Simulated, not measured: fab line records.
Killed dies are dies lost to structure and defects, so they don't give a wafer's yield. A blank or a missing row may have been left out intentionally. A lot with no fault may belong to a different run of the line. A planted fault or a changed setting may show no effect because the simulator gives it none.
fab line records	flow sky130
[record] lots = 13	wafers = 36	lastDay = 50
route steps=708 shown CAPM@538 VIA3@573 PAD_OPEN@708
lots with no fault: from the same line, run without faults
startH: start of the lot's first displayed wafer, in hours after the record's first day	waitH: how many hours have passed since the lot's step before this one	" same as the row above	L1.1+2: a row that stands for several wafers	- no value present, or no start provided	* or withheld: withheld	< > ~ a bound
route shown NAME@n: a module of which the file shows steps, and the number in the route of the first	usual: the fault-free wafers' mean and standard deviation	same: alike in all rows	chamber/n: place in a boat	sites: each site's reading	_std_site: standard deviation across them	_edge_site: outer sites' mean less inner sites'	radiusMm: for every site, how far away it sits from the centre of the wafer	mask NAME#n: copy n	behind: tool/chamber where the wafer was last shaped	hold: the reason the lot was held/the length of the hold in hours/how it ended	device: names the non-switching transistor (n, p or np)	end of line: at the end of the route, the tests of the same wafers	for a step that has no rows: nothing shown but its recipe	killed: not the wafer's yield, but the dies lost to structure and defects at the first sort	map: a wafer's dies, x killed, . not, _ none there
set.NAME: the run value of the setting; set.NAME@STEP: its run value at that earlier step	model.NAME: the simulator's own value behind a step, which no gauge read
the route's steps for a sample of lots (tables are steps, rows are wafers)
services: a tool's chamber out of use, with start hour (startH, from the record's first day; less than 0 if before it), hours out, and reason
[[steps]]
[step SKY_CAPM_THK_MEAS_01]
[recipe] reads = SiO2_of_CAPM_CVD_00
[usual] CAPM_CVD_00_THK = 15.54/0.21
lot.wafer	tool	chamber	startH	waitH	CAPM_CVD_00_THK[nm]
L712.2	filmMetro-04	-	842.70	-	15.61
L712.3	"	-	"	"	15.60
L712.6	"	-	"	"	15.46
L714.1	filmMetro-01	-	865.38	-	15.15
L714.3	"	-	"	"	15.54
L714.4	"	-	"	"	15.74
L716.2	filmMetro-04	-	874.94	-	15.44
L716.4	"	-	"	"	15.87
L716.5	"	-	"	"	15.51
L717.1	filmMetro-01	-	882.89	-	15.51
L717.3	"	-	"	"	15.78
L717.6	"	-	"	"	16.11
L718.3	filmMetro-01	-	895.76	-	15.70
L718.4	"	-	"	"	15.56
L718.5	"	-	"	"	15.65
L720.2	filmMetro-04	-	910.34	-	15.34
L720.3	"	-	"	"	15.26
L720.4	"	-	"	"	15.50
L721.4	filmMetro-02	-	915.70	-	15.69
L721.5	"	-	"	"	15.60
L721.6	"	-	"	"	15.71
L722.1	filmMetro-01	-	926.79	-	15.44
L722.2	"	-	"	"	15.33
L722.4	"	-	"	"	15.70
L723.1	filmMetro-04	-	930.53	-	15.34
L723.2	"	-	"	"	15.51
L723.3	"	-	"	"	15.02
L724.1	filmMetro-02	-	954.45	-	15.78
L724.3	"	-	"	"	15.60
L724.5	"	-	"	"	15.95
L728.1	filmMetro-02	-	993.15	-	15.46
L728.5	"	-	"	"	15.56
L729.2	filmMetro-02	-	1002.25	-	15.50
L729.4	"	-	"	"	15.56
L734.1	filmMetro-02	-	1022.64	-	15.31
L734.4	"	-	"	"	15.60
[step SKY_CAPM_METAL_ETCH_13]
[recipe] targetDepthNm = 220	stopOn = SiO2	chemistry = Cl2/BCl3	target = TiN	pressureMtorr = 10	icpW = 900	biasW = 48.5	Cl2_flow_sccm = 60	bcl3FlowSccm = 30	timeS = 62.9
[usual] drypumpMotorCurrentA = 6.0/0.48	oesProductAu = 0.940/0.0063	rfFwdPowerW = 893/3.9	throttleValvePct = 21.901/0.01
[same] timeS = 62.9
lot.wafer	tool	chamber	startH	waitH	drypumpMotorCurrentA	oesProductAu	rfFwdPowerW	rfHoursCounterH	throttleValvePct
L712.2	rieMetal-04	0	868.54	0.0	5.7	0.943	885	-	21.904
L712.3	"	0	"	"	5.7	0.934	885	-	21.901
L712.6	"	0	"	"	5.7	0.939	887	-	21.901
L714.1	rieMetal-04	1	891.36	0.0	5.7	0.931	898	0	21.889
L714.3	"	1	"	"	5.7	0.938	896	-	21.912
L714.4	"	0	"	"	5.6	0.938	890	-	21.899
L716.2	rieMetal-03	1	900.71	0.0	6.8	0.938	890	5	21.904
L716.4	"	0	"	"	6.1	0.944	889	-	21.902
L716.5	"	1	"	"	6.8	0.937	899	-	21.885
L717.1	rieMetal-04	0	908.97	0.0	5.7	0.948	895	12	21.890
L717.3	"	1	"	"	5.7	0.935	903	-	21.915
L717.6	"	0	"	"	5.7	0.939	894	-	21.916
L718.3	rieMetal-01	1	921.00	0.1	5.5	0.952	897	-	21.905
L718.4	"	0	"	"	5.7	0.943	896	-	21.893
L718.5	"	1	"	"	5.6	0.949	895	-	21.891
L720.2	rieMetal-04	1	935.57	0.0	5.7	0.934	897	3	21.921
L720.3	"	1	"	"	5.7	0.938	899	-	21.905
L720.4	"	0	"	"	5.6	0.935	891	-	21.908
L721.4	rieMetal-03	0	940.35	0.0	6.1	0.938	892	-	21.898
L721.5	"	1	"	"	6.8	0.942	892	-	21.905
L721.6	"	0	"	"	6.1	0.939	887	-	21.902
L722.1	rieMetal-03	1	951.22	0.0	6.8	0.936	893	10	21.893
L722.2	"	0	"	"	6.1	0.936	886	1	21.896
L722.4	"	1	"	"	6.8	0.940	898	-	21.908
L723.1	rieMetal-01	0	955.46	0.0	5.7	0.949	891	8	21.891
L723.2	"	1	"	"	5.5	0.941	897	13	21.891
L723.3	"	0	"	"	5.7	0.945	890	-	21.894
L724.1	rieMetal-03	1	979.12	0.0	6.8	0.931	890	11	21.901
L724.3	"	1	"	"	6.8	0.937	891	-	21.904
L724.5	"	0	"	"	6.1	0.933	888	-	21.891
L728.1	rieMetal-03	1	1015.82	0.0	6.8	0.939	895	14	21.892
L728.5	"	1	"	"	6.8	0.942	896	-	21.908
L729.2	rieMetal-01	1	1024.82	0.0	5.5	0.938	893	15	21.907
L729.4	"	0	"	"	5.7	0.934	895	-	21.910
L734.1	rieMetal-04	1	1043.71	0.0	5.7	0.927	894	8	21.898
L734.4	"	1	"	"	5.7	0.937	889	-	21.898
[step SKY_VIA3_HDPCVD_00]
[recipe] material = SiO2	targetThkNm = 1635	sigmaOpenFrac = 0.3	timeS = 272.5	tempC = 400	sih4FlowSccm = 60	pressureMtorr = 6
[usual] runLengthS = 300.4/0.53
lot.wafer	tool	chamber	startH	waitH	runLengthS
L712.2	hdpcvd-02	2	896.00	0.0	301.0
L712.3	"	1	"	"	300.8
L712.6	"	1	"	"	300.6
L714.1	hdpcvd-01	2	918.19	0.0	301.3
L714.3	"	0	"	"	301.3
L714.4	"	2	"	"	301.1
L716.2	hdpcvd-02	0	927.54	0.0	299.5
L716.4	"	2	"	"	300.6
L716.5	"	0	"	"	299.7
L717.1	hdpcvd-01	0	935.65	0.0	300.5
L717.3	"	1	"	"	299.8
L717.6	"	0	"	"	301.0
L718.3	hdpcvd-02	2	947.70	0.0	301.0
L718.4	"	2	"	"	300.6
L718.5	"	1	"	"	300.4
L720.2	hdpcvd-01	1	962.44	0.0	299.8
L720.3	"	2	"	"	300.9
L720.4	"	2	"	"	300.9
L721.4	hdpcvd-01	2	966.13	0.1	301.0
L721.5	"	1	"	"	300.4
L721.6	"	0	"	"	300.4
L722.1	hdpcvd-01	0	977.74	0.0	300.7
L722.2	"	2	"	"	301.1
L722.4	"	1	"	"	300.2
L723.1	hdpcvd-01	1	982.06	0.0	299.8
L723.2	"	0	"	"	300.5
L723.3	"	2	"	"	301.9
L724.1	hdpcvd-02	0	1004.33	0.0	299.5
L724.3	"	2	"	"	301.2
L724.5	"	0	"	"	299.6
L728.1	hdpcvd-02	1	1039.84	0.0	300.1
L728.5	"	0	"	"	114.4
L729.2	hdpcvd-02	1	1048.26	0.0	300.3
L729.4	"	2	"	"	115.1
L734.1	hdpcvd-02	2	1066.65	0.0	300.6
L734.4	"	1	"	"	114.8
[step SKY_VIA3_THK_MEAS_01]
[recipe] reads = SiO2_of_VIA3_HDPCVD_00
[usual] VIA3_HDPCVD_THK = 1626/19
lot.wafer	tool	chamber	startH	waitH	VIA3_HDPCVD_THK[nm]
L712.2	filmMetro-01	-	896.18	0.1	1622
L712.3	"	-	"	"	1620
L712.6	"	-	"	"	1621
L714.1	filmMetro-03	-	918.36	0.1	1637
L714.3	"	-	"	"	1602
L714.4	"	-	"	"	1638
L716.2	filmMetro-03	-	927.72	0.1	1639
L716.4	"	-	"	"	1621
L716.5	"	-	"	"	1645
L717.1	filmMetro-02	-	935.82	0.1	1612
L717.3	"	-	"	"	1657
L717.6	"	-	"	"	1628
L718.3	filmMetro-02	-	947.89	0.1	1632
L718.4	"	-	"	"	1666
L718.5	"	-	"	"	1630
L720.2	filmMetro-01	-	962.62	0.1	1660
L720.3	"	-	"	"	1625
L720.4	"	-	"	"	1605
L721.4	filmMetro-02	-	966.25	0.0	1625
L721.5	"	-	"	"	1618
L721.6	"	-	"	"	1598
L722.1	filmMetro-03	-	977.91	0.1	1609
L722.2	"	-	"	"	1616
L722.4	"	-	"	"	1632
L723.1	filmMetro-03	-	982.23	0.1	1642
L723.2	"	-	"	"	1626
L723.3	"	-	"	"	1631
L724.1	filmMetro-01	-	1004.50	0.1	1622
L724.3	"	-	"	"	1631
L724.5	"	-	"	"	1604
L728.1	filmMetro-03	-	1040.01	0.1	1642
L728.5	"	-	"	"	516
L729.2	filmMetro-03	-	1048.44	0.1	1649
L729.4	"	-	"	"	534
L734.1	filmMetro-02	-	1066.85	0.1	1608
L734.4	"	-	"	"	522
[step SKY_VIA3_ETCH_15]
[recipe] target = SiO2	chemistry = C4F8/O2/Ar	targetDepthNm = 507	stopOn = TiN	maskMaterial = KrF-thick	sourceW = 1500	biasW = 1200	pressureMtorr = 40	c4f8FlowSccm = withheld	O2_flow_sccm = 6	Ar_flow_sccm = 300	timeS = 78
[usual] oesProductAu = 0.946/0.0046	rfFwdPowerW = 1488/5.8
[same] timeS = 78
lot.wafer	tool	chamber	startH	waitH	oesProductAu	rfFwdPowerW	rfHoursCounterH
L712.2	rieDiel-02	2	921.82	0.0	0.943	1491	14
L712.3	"	1	"	"	0.939	1473	13
L712.6	"	0	"	"	0.946	1489	-
L714.1	rieDiel-04	0	942.84	0.0	0.949	1492	26
L714.3	"	2	"	"	0.957	1484	14
L714.4	"	1	"	"	0.950	1485	5
L716.2	rieDiel-02	3	953.69	0.0	0.934	1484	18
L716.4	"	1	"	"	0.946	1484	13
L716.5	"	1	"	"	0.943	1473	-
L717.1	rieDiel-01	1	961.87	0.0	0.953	1488	27
L717.3	"	2	"	"	0.943	1493	19
L717.6	"	0	"	"	0.955	1491	-
L718.3	rieDiel-04	1	973.87	0.0	0.948	1497	6
L718.4	"	2	"	"	0.945	1485	15
L718.5	"	0	"	"	0.952	1497	-
L720.2	rieDiel-04	1	987.18	0.0	0.942	1494	7
L720.3	"	2	"	"	0.949	1487	15
L720.4	"	3	"	"	0.949	1490	4
L721.4	rieDiel-02	1	990.64	0.0	0.944	1483	15
L721.5	"	1	"	"	0.941	1483	-
L721.6	"	2	"	"	0.945	1481	-
L722.1	rieDiel-01	2	1002.24	0.0	0.943	1483	20
L722.2	"	1	"	"	0.951	1492	0
L722.4	"	3	"	"	0.949	1484	-
L723.1	rieDiel-02	3	1005.44	0.0	0.940	1486	20
L723.2	"	0	"	"	0.946	1490	8
L723.3	"	1	"	"	0.942	1479	15
L724.1	rieDiel-02	2	1027.54	0.0	0.950	1491	17
L724.3	"	1	"	"	0.945	1480	16
L724.5	"	1	"	"	0.940	1476	-
L728.1	rieDiel-01	3	1062.13	0.0	0.945	1490	9
L728.5	"	0	"	"	0.942	1494	-
L729.2	rieDiel-01	1	1070.57	0.0	0.954	1487	2
L729.4	"	0	"	"	0.941	1484	2
L734.1	rieDiel-01	2	1088.13	0.0	0.949	1490	24
L734.4	"	1	"	"	0.939	1484	2
[step SKY_PAD_OPEN_PROBE_99]
[usual] defectLimitedYield = 82.5/1.9	killed_at_M0_to_M3 = 44/7.3	killed_at_M4_up = 3.2/1.8	killedAtContacts = 24/5.4	killedAtFrontEnd = 16/4.4	killedAtOther = 0.3/0.48	killedDies = 86/9.5	killedOpen = 47/7.7	killedShort = 39/6.4
[same] grossDies = 492	killedAtBackSide = 0
lot.wafer	tool	chamber	startH	waitH	defectLimitedYield[%]	killed_at_M0_to_M3	killed_at_M4_up	killedAtContacts	killedAtFrontEnd	killedAtOther	killedDies	killedOpen	killedShort
L712.2	prober-02	-	1070.28	0.1	86.0	36	7	17	9	0	69	38	31
L712.3	prober-02	-	1070.33	0.2	82.7	43	3	28	10	1	85	43	42
L712.6	prober-02	-	1070.48	0.2	84.6	32	1	29	14	0	76	47	29
L714.1	prober-01	-	1085.59	0.1	82.1	46	1	28	13	0	88	56	32
L714.3	prober-01	-	1085.69	0.2	81.3	36	6	33	17	0	92	46	46
L714.4	prober-01	-	1085.74	0.2	81.9	48	5	25	11	0	89	46	43
L716.2	prober-01	-	1097.62	0.1	81.1	42	10	23	18	0	93	42	51
L716.4	prober-01	-	1097.72	0.2	85.0	40	0	14	20	0	74	46	28
L716.5	prober-01	-	1097.77	0.2	80.7	48	3	25	18	1	95	54	41
L717.1	prober-02	-	1102.19	0.1	81.5	35	4	26	26	0	91	54	37
L717.3	prober-02	-	1102.29	0.2	84.8	31	4	21	17	2	75	37	38
L717.6	prober-02	-	1102.44	0.2	80.5	53	3	18	22	0	96	51	45
L718.3	prober-01	-	1109.31	0.2	82.3	44	1	24	18	0	87	53	34
L718.4	prober-01	-	1109.36	0.2	83.3	36	4	22	20	0	82	47	35
L718.5	prober-01	-	1109.41	0.2	79.1	42	7	31	23	0	103	63	40
L720.2	prober-01	-	1124.14	0.1	85.2	38	3	22	10	0	73	45	28
L720.3	prober-01	-	1124.19	0.2	79.3	57	2	31	12	0	102	66	36
L720.4	prober-01	-	1124.24	0.2	79.3	55	1	32	13	1	102	62	40
L721.4	prober-02	-	1126.93	0.2	80.1	53	3	22	20	0	98	57	41
L721.5	prober-02	-	1126.98	0.2	80.7	47	5	24	19	0	95	43	52
L721.6	prober-02	-	1127.03	0.2	85.8	38	3	18	10	1	70	40	30
L722.1	prober-01	-	1134.40	0.1	86.0	35	2	20	12	0	69	41	28
L722.2	prober-01	-	1134.45	0.1	82.7	37	0	27	21	0	85	45	40
L722.4	prober-01	-	1134.55	0.2	84.8	32	2	21	19	1	75	42	33
L723.1	prober-02	-	1139.94	0.1	82.1	39	4	31	14	0	88	61	27
L723.2	prober-02	-	1139.99	0.1	82.3	36	4	32	15	0	87	43	44
L723.3	prober-02	-	1140.04	0.2	84.1	35	2	29	11	1	78	44	34
L724.1	prober-01	-	1155.72	0.1	83.7	33	4	25	18	0	80	51	29
L724.3	prober-01	-	1155.82	0.2	84.6	26	4	28	18	0	76	39	37
L724.5	prober-01	-	1155.92	0.2	83.5	32	2	29	17	1	81	39	42
L728.1	prober-01	-	1185.11	0.1	80.9	54	5	19	16	0	94	50	44
L728.5	prober-01	-	1185.31	0.2	82.9	51	3	19	11	0	84	48	36
L729.2	prober-02	-	1189.84	0.1	84.1	37	5	12	23	1	78	29	49
L729.4	prober-02	-	1189.94	0.2	84.3	43	3	18	13	0	77	47	30
L734.1	prober-02	-	1204.15	0.1	83.7	38	2	19	20	1	80	40	40
L734.4	prober-02	-	1204.30	0.2	77.8	55	1	28	24	1	109	65	44
// killed by level:class
L712.2 CONTACT:geometricParticle:open=7 VIA2:geometricParticle:open=6 LI_CONTACT:geometricParticle:open=5 METAL1:geometricParticle:short=5 VIA3:geometricParticle:open=5 METAL2:geometricParticle:short=5 METAL4:geometricParticle:short=4 VIA1:geometricParticle:short=4
L712.3 LI_CONTACT:geometricParticle:open=12 CONTACT:geometricParticle:open=9 METAL1:geometricParticle:short=9 VIA1:geometricParticle:open=7 VIA3:geometricParticle:open=7 METAL2:geometricParticle:short=4 VIA1:geometricParticle:short=4 VIA3:geometricParticle:short=4
L712.6 CONTACT:geometricParticle:open=10 LI_CONTACT:geometricParticle:open=8 VIA1:geometricParticle:open=6 METAL2:geometricParticle:short=6 VIA1:geometricParticle:short=5 FIELD_ISO:geometricParticle:open=4 VIA3:geometricParticle:open=4 SPACER:geometricParticle:open=3
L714.1 VIA1:geometricParticle:open=18 CONTACT:geometricParticle:open=10 LI_CONTACT:geometricParticle:open=7 METAL1:geometricParticle:short=6 VIA2:geometricParticle:open=6 CONTACT:geometricParticle:short=5 METAL2:geometricParticle:short=4 VIA1:geometricParticle:short=4
L714.3 CONTACT:geometricParticle:open=10 CONTACT:geometricParticle:short=9 VIA1:geometricParticle:open=7 VIA2:geometricParticle:open=7 LOCAL_INTERCONNECT:geometricParticle:short=6 POLY_GATE:geometricParticle:short=5 POLY_GATE:geometricParticle:open=5 METAL2:geometricParticle:short=4
L714.4 VIA1:geometricParticle:open=15 CONTACT:geometricParticle:open=9 VIA1:geometricParticle:short=7 LOCAL_INTERCONNECT:geometricParticle:short=5 CONTACT:geometricParticle:short=5 METAL2:geometricParticle:short=5 VIA3:geometricParticle:open=5 LI_CONTACT:geometricParticle:open=4
L716.2 METAL4:geometricParticle:short=9 CONTACT:geometricParticle:open=8 VIA1:geometricParticle:open=8 METAL2:geometricParticle:short=7 VIA2:geometricParticle:open=7 LI_CONTACT:geometricParticle:open=6 CONTACT:geometricParticle:short=6 FIELD_ISO:geometricParticle:open=5
L716.4 VIA1:geometricParticle:open=10 VIA3:geometricParticle:open=6 LI_CONTACT:geometricParticle:open=5 VIA1:geometricParticle:short=5 VIA2:geometricParticle:open=5 FIELD_ISO:geometricParticle:open=4 FIELD_ISO:geometricParticle:short=4 POLY_GATE:geometricParticle:open=4
L716.5 VIA1:geometricParticle:open=11 LI_CONTACT:geometricParticle:open=9 VIA3:geometricParticle:open=9 VIA1:geometricParticle:short=6 CONTACT:geometricParticle:open=6 POLY_GATE:geometricParticle:short=5 LOCAL_INTERCONNECT:geometricParticle:short=5 FIELD_ISO:geometricParticle:open=4
L717.1 CONTACT:geometricParticle:open=12 VIA1:geometricParticle:open=10 FIELD_ISO:geometricParticle:open=9 FIELD_ISO:geometricParticle:short=7 LI_CONTACT:geometricParticle:open=7 POLY_GATE:geometricParticle:short=5 VIA2:geometricParticle:open=5 CONTACT:geometricParticle:short=4
L717.3 CONTACT:geometricParticle:open=9 VIA3:geometricParticle:short=5 VIA1:geometricParticle:short=5 VIA1:geometricParticle:open=5 FIELD_ISO:geometricParticle:short=4 FIELD_ISO:geometricParticle:open=4 LI_CONTACT:geometricParticle:short=4 CONTACT:geometricParticle:short=4
L717.6 VIA1:geometricParticle:open=11 VIA2:geometricParticle:short=8 METAL2:geometricParticle:short=8 CONTACT:geometricParticle:open=7 FIELD_ISO:geometricParticle:open=6 CONTACT:geometricParticle:short=6 METAL1:geometricParticle:short=5 VIA1:geometricParticle:short=5
L718.3 VIA1:geometricParticle:open=14 LI_CONTACT:geometricParticle:open=9 CONTACT:geometricParticle:open=9 VIA3:geometricParticle:open=6 POLY_GATE:geometricParticle:short=5 VIA2:geometricParticle:open=5 FIELD_ISO:geometricParticle:open=4 VIA1:geometricParticle:short=4
L718.4 VIA1:geometricParticle:open=10 CONTACT:geometricParticle:open=8 FIELD_ISO:geometricParticle:open=7 VIA3:geometricParticle:open=7 LI_CONTACT:geometricParticle:open=6 FIELD_ISO:geometricParticle:short=5 POLY_GATE:geometricParticle:open=4 VIA1:geometricParticle:short=4
L718.5 VIA1:geometricParticle:open=15 CONTACT:geometricParticle:open=11 FIELD_ISO:geometricParticle:open=10 VIA3:geometricParticle:open=7 LI_CONTACT:geometricParticle:open=6 FIELD_ISO:geometricParticle:short=5 POLY_GATE:geometricParticle:short=5 VIA1:geometricParticle:short=5
L720.2 VIA1:geometricParticle:open=13 LI_CONTACT:geometricParticle:open=7 CONTACT:geometricParticle:open=6 VIA1:geometricParticle:short=6 FIELD_ISO:geometricParticle:open=5 CONTACT:geometricParticle:short=3 METAL1:geometricParticle:short=3 METAL2:geometricParticle:short=3
L720.3 LI_CONTACT:geometricParticle:open=13 VIA1:geometricParticle:open=11 VIA2:geometricParticle:open=10 CONTACT:geometricParticle:open=9 VIA3:geometricParticle:open=9 LOCAL_INTERCONNECT:geometricParticle:short=6 METAL1:geometricParticle:short=5 VIA3:geometricParticle:short=5
L720.4 VIA1:geometricParticle:open=14 VIA3:geometricParticle:open=12 VIA2:geometricParticle:open=10 CONTACT:geometricParticle:open=10 CONTACT:geometricParticle:short=8 LOCAL_INTERCONNECT:geometricParticle:short=5 METAL2:geometricParticle:short=5 POLY_GATE:geometricParticle:open=4
L721.4 VIA1:geometricParticle:open=16 LI_CONTACT:geometricParticle:open=7 VIA3:geometricParticle:open=7 CONTACT:geometricParticle:open=6 VIA2:geometricParticle:open=6 FIELD_ISO:geometricParticle:open=5 POLY_GATE:geometricParticle:open=5 METAL1:geometricParticle:short=5
L721.5 VIA1:geometricParticle:open=13 METAL1:geometricParticle:short=9 FIELD_ISO:geometricParticle:open=7 VIA1:geometricParticle:short=6 LI_CONTACT:geometricParticle:open=6 LOCAL_INTERCONNECT:geometricParticle:short=6 CONTACT:geometricParticle:short=6 VIA3:geometricParticle:open=5
L721.6 VIA1:geometricParticle:open=12 VIA3:geometricParticle:open=7 VIA2:geometricParticle:open=6 LI_CONTACT:geometricParticle:open=5 VIA1:geometricParticle:short=5 CONTACT:geometricParticle:short=4 LOCAL_INTERCONNECT:geometricParticle:short=4 FIELD_ISO:geometricParticle:short=3
L722.1 CONTACT:geometricParticle:open=8 VIA1:geometricParticle:short=8 VIA1:geometricParticle:open=8 LI_CONTACT:geometricParticle:open=7 POLY_GATE:geometricParticle:short=5 VIA3:geometricParticle:open=5 METAL2:geometricParticle:short=3 VIA2:geometricParticle:open=3
L722.2 CONTACT:geometricParticle:open=16 POLY_GATE:geometricParticle:short=6 METAL1:geometricParticle:short=6 VIA1:geometricParticle:open=6 METAL2:geometricParticle:short=6 POLY_GATE:geometricParticle:open=5 VIA2:geometricParticle:open=5 FIELD_ISO:geometricParticle:short=4
L722.4 VIA1:geometricParticle:open=8 CONTACT:geometricParticle:open=8 LI_CONTACT:geometricParticle:open=6 METAL1:geometricParticle:short=6 POLY_GATE:geometricParticle:short=5 POLY_GATE:geometricParticle:open=4 LI_CONTACT:geometricParticle:short=4 VIA2:geometricParticle:open=4
L723.1 CONTACT:geometricParticle:open=14 VIA2:geometricParticle:open=11 VIA1:geometricParticle:open=8 VIA3:geometricParticle:open=7 POLY_GATE:geometricParticle:open=6 LI_CONTACT:geometricParticle:open=6 METAL1:geometricParticle:short=4 METAL2:geometricParticle:short=4
L723.2 VIA1:geometricParticle:open=11 CONTACT:geometricParticle:open=11 LOCAL_INTERCONNECT:geometricParticle:short=9 VIA1:geometricParticle:short=6 CONTACT:geometricParticle:short=5 METAL2:geometricParticle:short=5 POLY_GATE:geometricParticle:short=4 POLY_GATE:geometricParticle:open=4
L723.3 CONTACT:geometricParticle:open=11 LI_CONTACT:geometricParticle:open=8 VIA2:geometricParticle:open=7 VIA3:geometricParticle:open=7 POLY_GATE:geometricParticle:open=4 LI_CONTACT:geometricParticle:short=4 VIA1:geometricParticle:open=4 METAL2:geometricParticle:short=4
L724.1 CONTACT:geometricParticle:open=15 VIA1:geometricParticle:open=9 FIELD_ISO:geometricParticle:open=7 METAL1:geometricParticle:short=6 LI_CONTACT:geometricParticle:open=5 METAL2:geometricParticle:short=5 POLY_GATE:geometricParticle:open=4 CONTACT:geometricParticle:short=4
L724.3 CONTACT:geometricParticle:open=9 VIA2:geometricParticle:open=7 FIELD_ISO:geometricParticle:short=6 VIA1:geometricParticle:open=6 LI_CONTACT:geometricParticle:short=5 LI_CONTACT:geometricParticle:open=5 CONTACT:geometricParticle:short=4 VIA1:geometricParticle:short=4
L724.5 CONTACT:geometricParticle:open=8 FIELD_ISO:geometricParticle:short=6 LOCAL_INTERCONNECT:geometricParticle:short=6 CONTACT:geometricParticle:short=6 VIA3:geometricParticle:open=5 POLY_GATE:geometricParticle:open=4 VIA1:geometricParticle:open=4 LI_CONTACT:geometricParticle:short=4
L728.1 VIA1:geometricParticle:open=15 FIELD_ISO:geometricParticle:short=7 CONTACT:geometricParticle:open=7 LI_CONTACT:geometricParticle:open=6 FIELD_ISO:geometricParticle:open=5 METAL1:geometricParticle:short=5 VIA3:geometricParticle:short=5 METAL2:geometricParticle:short=5
L728.5 VIA1:geometricParticle:open=14 CONTACT:geometricParticle:open=9 METAL1:geometricParticle:short=7 VIA3:geometricParticle:open=7 LI_CONTACT:geometricParticle:open=6 VIA3:geometricParticle:short=6 VIA1:geometricParticle:short=5 POLY_GATE:geometricParticle:open=4
L729.2 POLY_GATE:geometricParticle:short=10 VIA1:geometricParticle:short=8 METAL1:geometricParticle:short=6 VIA3:geometricParticle:open=6 VIA1:geometricParticle:open=5 METAL2:geometricParticle:short=5 METAL4:geometricParticle:short=4 LI_CONTACT:geometricParticle:open=4
L729.4 VIA1:geometricParticle:open=11 CONTACT:geometricParticle:open=7 LI_CONTACT:geometricParticle:open=6 METAL2:geometricParticle:short=6 VIA2:geometricParticle:open=5 FIELD_ISO:geometricParticle:open=4 VIA1:geometricParticle:short=4 VIA3:geometricParticle:open=4
L734.1 CONTACT:geometricParticle:open=11 VIA2:geometricParticle:open=11 FIELD_ISO:geometricParticle:short=6 FIELD_ISO:geometricParticle:open=5 METAL1:geometricParticle:short=4 VIA1:geometricParticle:short=4 METAL2:geometricParticle:short=4 LOCAL_INTERCONNECT:geometricParticle:short=3
L734.4 CONTACT:geometricParticle:open=12 VIA1:geometricParticle:open=10 FIELD_ISO:geometricParticle:open=9 VIA2:geometricParticle:open=9 VIA3:geometricParticle:open=8 METAL1:geometricParticle:short=7 FIELD_ISO:geometricParticle:short=6 LI_CONTACT:geometricParticle:open=6
[[services]]
tool	chamber	startH	hours	kind
hdpcvd-01	-	876.84	6.0	pm
rieDiel-02	3	891.13	41.1	repair
hdpcvd-02	-	901.46	2.8	pm
rieMetal-04	-	904.69	0.1	repair
rieDiel-01	-	906.66	1.5	repair
rieDiel-01	0	906.69	19.8	repair
rieMetal-01	-	913.88	0.4	repair
rieDiel-04	2	918.76	6.1	repair
rieMetal-04	-	946.55	0.8	repair
hdpcvd-02	-	950.25	15.0	pm
rieMetal-01	-	959.83	14.6	pm
hdpcvd-02	-	975.17	5.5	pm
rieMetal-01	1	976.82	3.3	repair
rieDiel-01	1	1005.26	24.7	repair
rieDiel-02	2	1006.47	5.0	repair
rieMetal-03	0	1012.86	16.2	repair
hdpcvd-02	-	1026.53	0.8	repair
rieDiel-01	3	1029.71	4.7	repair
rieDiel-04	1	1037.54	5.9	repair
rieDiel-02	1	1039.14	9.0	repair
rieDiel-02	1	1065.98	9.5	repair
rieDiel-02	3	1082.83	8.9	repair
rieDiel-02	1	1083.22	3.3	repair
rieDiel-01	-	1086.42	0.2	repair
[[key]]
[firstSign] step = SKY_VIA3_HDPCVD_00	reading = runLengthS	direction = down	sigmas = 99+	usual = *	struck = *
[effect] step = SKY_VIA3_THK_MEAS_01	reading = VIA3_HDPCVD_THK	direction = down	sigmas = 58	usual = 1626	struck = 524
metAt SKY_VIA3_HDPCVD_00
struckLots L728,L729,L734
struckWafers L728.5,L729.4,L734.4
notActingAt SKY_CAPM_THK_MEAS_01,SKY_CAPM_METAL_ETCH_13,SKY_VIA3_ETCH_15
onsetBetween 1004.33 1039.84
[fault] kind = processParameterDrift	tool = hdpcvd-02	chamber = -	onsetH = 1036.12	steps = SKY_VIA3_HDPCVD_00	channel = timeS	offset = *	shape = step	endH = 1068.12	scope = struckWafersOnly	actsIn = *	stated = *
